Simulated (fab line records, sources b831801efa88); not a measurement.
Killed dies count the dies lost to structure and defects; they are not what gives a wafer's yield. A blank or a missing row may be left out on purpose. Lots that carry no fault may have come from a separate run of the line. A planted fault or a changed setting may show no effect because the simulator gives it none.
fab line records ; flow gf180mcu
record: lots: 5; wafers: 15; last_day: 33
route steps=602 shown POLY_GATE@158
lots untouched by any fault: they come from a run of this same line in which no faults occurred
start_h: the number of hours between the record's first day and the start of the first shown wafer of the lot ; wait_h: hours from the lot's prior step to this one ; " identical to the entry in the row above ; L1.1+2: a row that stands for several wafers ; - no value, or no start was given ; * or withheld: withheld ; < > ~ a bound
route shown NAME@n: NAME is a module with steps in the file, n the number in the route of the first one ; usual: mean and standard deviation over wafers with no fault ; same: alike in all rows ; chamber/n: place in a boat ; sites: per-site readings ; _std_site: the values' standard deviation ; _edge_site: inner sites' mean taken away from outer sites' mean ; radius_mm: for every site, how far away it sits from the centre of the wafer ; mask NAME#n: copy n ; behind: tool/chamber where the wafer was last shaped ; hold: why the lot went on hold/how many hours it stayed there/how the hold came to an end ; device: whichever transistor did not switch (one of n, p or np) ; end of line: at the end of the route, the tests of the same wafers ; a step without rows: its recipe alone ; killed: dies lost to structure and defects at the first sort, not the wafer's yield ; map: a wafer's dies, marking killed ones x, the rest . and places with no die _
set.NAME: the run value of the setting; set.NAME@STEP: its run value at that earlier step ; model.NAME: the simulator's own value behind a step, which no gauge read
certain route steps with their lots: each step a table, each wafer a row
services: from which hour (start_h, from the record's first day; less than 0 if before it) a tool's chamber was out of use, for how many hours, and why
== steps ==
step: GF_POLY_GATE_THK_MEAS_01
recipe: reads: poly-Si_of_POLY_GATE_CVD_00
usual: POLY_GATE_CVD_00_THK: 199.7/1.7
lot.wafer;tool;chamber;start_h;wait_h;POLY_GATE_CVD_00_THK[nm]
L075.1;film_metro-04;-;185.44;0.0;199.7
L075.2;film_metro-04;-;185.44;0.0;198.8
L075.4;film_metro-04;-;185.44;0.0;201.1
L076.2;film_metro-04;-;189.66;0.0;199.7
L076.4;film_metro-04;-;189.66;0.0;199.8
L076.6;film_metro-04;-;189.66;0.0;199.5
L077.2;film_metro-02;-;195.64;0.0;200.8
L077.3;film_metro-02;-;195.64;0.0;199.3
L077.4;film_metro-02;-;195.64;0.0;198.3
L090.1;film_metro-04;-;291.49;0.0;196.4
L090.5;film_metro-04;-;291.49;0.0;197.9
L090.6;film_metro-04;-;291.49;0.0;198.0
L094.1;film_metro-01;-;318.52;0.0;198.3
L094.2;film_metro-01;-;318.52;0.0;199.5
L094.5;film_metro-01;-;318.52;0.0;198.8
step: GF_POLY_GATE_DEHYDRATE_02
recipe: temp_c: 200; time_s: 60
same: time_s: 60
lot.wafer;tool;chamber;start_h;wait_h
L075.1+2+4;litho_track-04;0;192.90;7.4
L076.2+4+6;litho_track-03;0;197.70;8.0
L077.2+3+4;litho_track-03;0;203.55;7.9
L090.1+5+6;litho_track-04;0;300.75;9.2
L094.1+2+5;litho_track-04;0;328.80;10.3
step: GF_POLY_GATE_HMDS_03
recipe: prime_time_s: 60; prime_temp_c: 120
lot.wafer;tool;chamber;start_h;wait_h
L075.1+2+4;litho_track-04;0;193.05;0.1
L076.2+4+6;litho_track-03;0;197.85;0.1
L077.2+3+4;litho_track-03;0;203.70;0.1
L090.1+5+6;litho_track-04;0;300.90;0.1
L094.1+2+5;litho_track-04;0;328.95;0.1
step: GF_POLY_GATE_COAT_04
recipe: resist: BARC; temp_c: withheld; time_s: withheld; spin_rpm: withheld; resist_thk_nm: withheld
lot.wafer;tool;chamber;start_h;wait_h
L075.1+2+4;litho_track-04;0;193.20;0.1
L076.2+4+6;litho_track-03;0;198.00;0.1
L077.2+3+4;litho_track-03;0;203.85;0.1
L090.1+5+6;litho_track-04;0;301.05;0.1
L094.1+2+5;litho_track-04;0;329.10;0.1
step: GF_POLY_GATE_COAT_05
recipe: resist: KrF; spin_rpm: withheld; resist_thk_nm: 700
lot.wafer;tool;chamber;start_h;wait_h
L075.1+2+4;litho_track-04;0;-;-
L076.2+4+6;litho_track-03;0;-;-
L077.2+3+4;litho_track-03;0;-;-
L090.1+5+6;litho_track-04;0;-;-
L094.1+2+5;litho_track-04;0;-;-
step: GF_POLY_GATE_SOFTBAKE_06
recipe: temp_c: 128.9; time_s: 60; resist: KrF
same: time_s: 60
lot.wafer;tool;chamber;start_h;wait_h
L075.1+2+4;litho_track-04;0;-;-
L076.2+4+6;litho_track-03;0;-;-
L077.2+3+4;litho_track-03;0;-;-
L090.1+5+6;litho_track-04;0;-;-
L094.1+2+5;litho_track-04;0;-;-
step: GF_POLY_GATE_EXPOSE_07
recipe: mask_id: Poly2; target_cd_nm: 280; na: 0.68; source_shape: conventional; sigma_outer: 0.6; dose_mj: 28
same: na: 0.68
lot.wafer;tool;chamber;start_h;wait_h;mask
L075.1+2+4;krf_scanner-01;0;-;-;Poly2#0
L076.2+4+6;krf_scanner-02;0;-;-;Poly2#0
L077.2+3+4;krf_scanner-02;0;-;-;Poly2#0
L090.1+5+6;krf_scanner-02;0;-;-;Poly2#0
L094.1+2+5;krf_scanner-01;0;-;-;Poly2#0
step: GF_POLY_GATE_PEB_08
recipe: peb_temp_c: 135; peb_time_s: 90; resist: KrF
lot.wafer;tool;chamber;start_h;wait_h
L075.1+2+4;litho_track-04;0;-;-
L076.2+4+6;litho_track-03;0;-;-
L077.2+3+4;litho_track-03;0;-;-
L090.1+5+6;litho_track-01;0;-;-
L094.1+2+5;litho_track-01;0;-;-
step: GF_POLY_GATE_DEVELOP_09
recipe: develop_time_s: 60; resist: KrF; dev_temp_c: 21
lot.wafer;tool;chamber;start_h;wait_h
L075.1+2+4;litho_track-04;0;202.20;0.2
L076.2+4+6;litho_track-03;0;206.95;0.2
L077.2+3+4;litho_track-03;0;212.05;0.2
L090.1+5+6;litho_track-01;0;311.73;0.2
L094.1+2+5;litho_track-01;0;340.03;0.2
step: GF_POLY_GATE_CD_MEAS_10
recipe: target_cd_nm: 280
usual: cd_nm: 280.1/1.2
lot.wafer;tool;chamber;start_h;wait_h;cd_nm
L075.1;cd_sem-02;-;202.35;0.1;279.5
L075.2;cd_sem-02;-;202.35;0.1;280.2
L075.4;cd_sem-02;-;202.35;0.1;280.0
L076.2;cd_sem-01;-;207.09;0.1;278.5
L076.4;cd_sem-01;-;207.09;0.1;280.1
L076.6;cd_sem-01;-;207.09;0.1;279.4
L077.2;cd_sem-02;-;212.19;0.1;278.8
L077.3;cd_sem-02;-;212.19;0.1;279.4
L077.4;cd_sem-02;-;212.19;0.1;278.4
L090.1;cd_sem-02;-;311.88;0.1;281.9
L090.5;cd_sem-02;-;311.88;0.1;281.6
L090.6;cd_sem-02;-;311.88;0.1;281.8
L094.1;cd_sem-01;-;340.18;0.1;280.4
L094.2;cd_sem-01;-;340.18;0.1;280.1
L094.5;cd_sem-01;-;340.18;0.1;279.5
step: GF_POLY_GATE_OVL_MEAS_11
usual: POLY_GATE_OVL: -2/6
lot.wafer;tool;chamber;start_h;wait_h;POLY_GATE_OVL[nm]
L075.1;overlay-01;-;202.47;0.1;-5
L075.2;overlay-01;-;202.47;0.1;1
L075.4;overlay-01;-;202.47;0.1;-6
L076.2;overlay-02;-;207.20;0.1;-9
L076.4;overlay-02;-;207.20;0.1;-13
L076.6;overlay-02;-;207.20;0.1;-1
L077.2;overlay-01;-;212.30;0.1;7
L077.3;overlay-01;-;212.30;0.1;-3
L077.4;overlay-01;-;212.30;0.1;3
L090.1;overlay-01;-;312.00;0.1;-2
L090.5;overlay-01;-;312.00;0.1;3
L090.6;overlay-01;-;312.00;0.1;-11
L094.1;overlay-01;-;340.30;0.1;-5
L094.2;overlay-01;-;340.30;0.1;-1
L094.5;overlay-01;-;340.30;0.1;4
step: GF_POLY_GATE_ETCH_12
recipe: chemistry: N2/H2; target_depth_a: withheld; overetch_a: withheld; time_s: withheld; target: BARC; ion_energy_ev: 200; source_w: 500; bias_w: 100; pressure_mtorr: 30; n2_flow_sccm: 100; h2_flow_sccm: 200
usual: drypump_motor_current_A: 5.6/0.37; oes_product_au: 0.735/0.0049; throttle_valve_pct: 13.215/0.009
lot.wafer;tool;chamber;start_h;wait_h;drypump_motor_current_A;oes_product_au;throttle_valve_pct
L075.1;rie_diel-02;0;202.50;0.0;5.7;0.734;13.219
L075.2;rie_diel-02;3;202.50;0.0;5.7;0.738;13.216
L075.4;rie_diel-02;1;202.50;0.0;5.4;0.731;13.217
L076.2;rie_diel-01;1;207.23;0.0;5.4;0.728;13.211
L076.4;rie_diel-01;0;207.23;0.0;5.5;0.733;13.231
L076.6;rie_diel-01;2;207.23;0.0;6.3;0.728;13.218
L077.2;rie_diel-01;0;212.33;0.0;5.5;0.742;13.232
L077.3;rie_diel-01;2;212.33;0.0;6.3;0.729;13.213
L077.4;rie_diel-01;1;212.33;0.0;5.4;0.731;13.223
L090.1;rie_diel-01;3;312.04;0.0;5.3;0.739;13.207
L090.5;rie_diel-01;2;312.04;0.0;6.3;0.729;13.227
L090.6;rie_diel-01;3;312.04;0.0;5.4;0.736;13.213
L094.1;rie_diel-01;3;340.34;0.0;5.4;0.738;13.203
L094.2;rie_diel-01;0;340.34;0.0;5.5;0.732;13.225
L094.5;rie_diel-01;0;340.34;0.0;5.5;0.747;13.238
step: GF_POLY_GATE_ETCH_13
recipe: target: poly-Si; target_depth_nm: 198.5; stop_on: SiO2; over_etch_frac: 0.403; chemistry: HBr/Cl2; icp_w: 400; bias_w: 100; pressure_mtorr: 10; HBr_flow_sccm: 150; Cl2_flow_sccm: 50; time_s: 69.6
usual: drypump_motor_current_A: 5.4/0.34; oes_product_au: 0.988/0.0084; throttle_valve_pct: 33.685/0.009
same: time_s: 69.6
lot.wafer;tool;chamber;start_h;wait_h;drypump_motor_current_A;oes_product_au;rf_hours_counter_h;throttle_valve_pct
L075.1;rie_si-02;2;202.55;-;5.1;0.982;24;33.675
L075.2;rie_si-02;3;202.55;-;5.1;0.992;28;33.693
L075.4;rie_si-02;0;202.55;-;5.2;0.992;111;33.682
L076.2;rie_si-02;2;207.28;-;5.2;0.981;24;33.688
L076.4;rie_si-02;1;207.28;-;5.1;0.975;1;33.679
L076.6;rie_si-02;2;207.28;-;5.2;0.976;-;33.689
L077.2;rie_si-02;0;212.38;-;5.3;0.987;111;33.677
L077.3;rie_si-02;2;212.38;-;5.2;0.972;25;33.681
L077.4;rie_si-02;1;212.38;-;5.1;0.989;1;33.693
L090.1;rie_si-02;3;312.09;-;5.1;0.982;30;33.693
L090.5;rie_si-02;1;312.09;-;5.1;0.976;-;33.677
L090.6;rie_si-02;0;312.09;-;5.3;0.982;-;33.694
L094.1;rie_si-01;1;340.39;-;5.4;0.975;1;33.678
L094.2;rie_si-01;0;340.39;-;5.8;0.992;37;33.684
L094.5;rie_si-01;0;340.39;-;5.8;0.994;-;33.686
step: GF_POLY_GATE_STRIP_14
recipe: chemistry: O2/N2; power_w: 1400; pressure_mtorr: 1500; platen_temp_c: 250; o2_flow_sccm: 3000; n2_flow_sccm: 300; overash_fraction: 0.5
usual: drypump_motor_current_A: 5.76/0.26; heater_power_w: 345/69; oes_product_au: 0.506/0.0041
lot.wafer;tool;chamber;start_h;wait_h;drypump_motor_current_A;heater_power_w;oes_product_au;rf_hours_counter_h
L075.1;plasma_asher-02;1;202.61;0.0;5.95;306;0.506;55
L075.2;plasma_asher-02;0;202.61;0.0;5.40;338;0.507;55
L075.4;plasma_asher-02;0;202.61;0.0;5.43;340;0.508;-
L076.2;plasma_asher-02;0;207.33;0.0;5.39;339;0.504;56
L076.4;plasma_asher-02;1;207.33;0.0;5.98;310;0.511;-
L076.6;plasma_asher-02;1;207.33;0.0;5.93;306;0.510;-
L077.2;plasma_asher-04;1;212.43;0.0;6.13;289;0.501;43
L077.3;plasma_asher-04;0;212.43;0.0;5.54;306;0.510;-
L077.4;plasma_asher-04;1;212.43;0.0;6.14;297;0.506;-
L090.1;plasma_asher-01;0;312.15;0.0;5.91;502;0.505;20
L090.5;plasma_asher-01;1;312.15;0.0;5.79;335;0.508;-
L090.6;plasma_asher-01;0;312.15;0.0;5.90;510;0.507;-
L094.1;plasma_asher-02;0;340.44;0.0;5.40;334;0.501;69
L094.2;plasma_asher-02;1;340.44;0.0;5.91;309;0.506;69
L094.5;plasma_asher-02;1;340.44;0.0;5.95;304;0.501;-
step: GF_POLY_GATE_CLEAN_15
recipe: chemistry: SC1/SC2; mix: 1:4:20; temp_c: 70; time_s: 150; dry: n2_spin
same: time_s: 150
lot.wafer;tool;chamber;start_h;wait_h
L075.1+2+4;wet_bench-03;0;202.71;0.1
L076.2+4+6;wet_bench-01;0;207.43;0.1
L077.2+3+4;wet_bench-03;0;212.53;0.1
L090.1+5+6;wet_bench-02;0;312.25;0.1
L094.1+2+5;wet_bench-03;3;340.54;0.1
step: GF_POLY_GATE_OXIDATION_16
recipe: temp_c: 850; ambient: O2; stabilise_s: 600; purge_s: 300; target_thk_a: 40; ox_time_s: 899
same: purge_s: 300
lot.wafer;tool;chamber;start_h;wait_h
L075.1+2+4;furnace-01;0;202.76;0.0
L076.2+4+6;furnace-01;0;207.48;0.0
L077.2+3+4;furnace-01;0;213.13;0.5
L090.1+5+6;furnace-02;0;312.88;0.6
L094.1+2+5;furnace-01;0;344.54;3.9
== services ==
tool;chamber;start_h;hours;kind
krf_scanner-02;-;176.15;3.0;repair
rie_si-02;-;180.48;0.5;repair
rie_diel-02;2;181.12;5.0;repair
furnace-01;-;194.30;3.0;pm
wet_bench-03;-;194.39;4.1;repair
krf_scanner-01;-;200.52;1.3;pm
rie_si-02;-;204.15;0.2;repair
furnace-02;-;207.54;3.7;pm
plasma_asher-04;-;209.71;1.2;repair
krf_scanner-01;-;211.09;0.8;pm
plasma_asher-04;-;214.94;1.6;repair
rie_si-01;2;228.73;1.9;repair
wet_bench-01;-;235.01;2.2;repair
krf_scanner-02;-;241.04;2.1;repair
wet_bench-03;-;249.03;1.9;pm
krf_scanner-02;-;249.87;1.4;repair
krf_scanner-02;-;251.32;0.8;pm
plasma_asher-02;-;255.86;1.9;repair
rie_diel-01;0;276.94;46.2;repair
krf_scanner-01;-;294.64;1.0;pm
wet_bench-03;-;296.25;1.6;repair
furnace-01;-;306.70;5.0;pm
krf_scanner-02;-;315.89;1.0;pm
krf_scanner-02;-;325.04;1.3;pm
== key ==
fault none
